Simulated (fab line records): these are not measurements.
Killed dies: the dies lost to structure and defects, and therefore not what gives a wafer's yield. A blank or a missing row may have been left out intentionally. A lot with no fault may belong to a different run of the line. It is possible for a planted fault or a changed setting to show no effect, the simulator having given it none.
Matching of chambers ; flow sky130 ; 4 sister chambers for SKY_VIA1_CMP_02 on cmp-01
The step polishes SiO2. 4 wafers are shown with their chamber, then 8 later ones without.

WAFERS PAIRED WITH THEIR CHAMBERS
wafer;chamber;motor current A (A)
L315.4;3;9.9
L318.2;1;11.3
L318.6;0;12.4
L319.1;2;12.2

WAFERS WITH NO CHAMBER GIVEN
wafer;motor current A (A)
L319.2;11.6
L319.4;9.3
L321.2;9.5
L321.3;13.3
L321.5;12.8
L324.2;11.9
L324.3;13.1
L324.4;12.9

WHICH CHAMBER EACH WENT THROUGH
wafer;from the rows above;in truth
L319.2;can't be placed: 1 or 2 or 0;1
L319.4;3;3
L321.2;3;3
L321.3;can't be placed: 0 or 2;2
L321.5;can't be placed: 0 or 2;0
L324.2;can't be placed: 2 or 0 or 1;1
L324.3;can't be placed: 0 or 2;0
L324.4;can't be placed: 0 or 2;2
Correct placement for 2 of the 8. These rows do not allow placing 6 (true chamber among the candidates in 6). Number placed wrongly: 0.
How it was worked out, from the rows above alone: a wafer's distance from a chamber is the root of the sum, over the readings, of the square of ((its reading less the chamber's mean) divided by the reading's scatter). If the next closest chamber is less than 2 further off than the closest, the wafer can't be placed; otherwise it belongs to the closest. For every chamber, the mean is computed from those of its wafers that are shown. The scatter: root of mean squared gap, hidden wafer to nearest shown wafer, with one shown wafer a chamber.
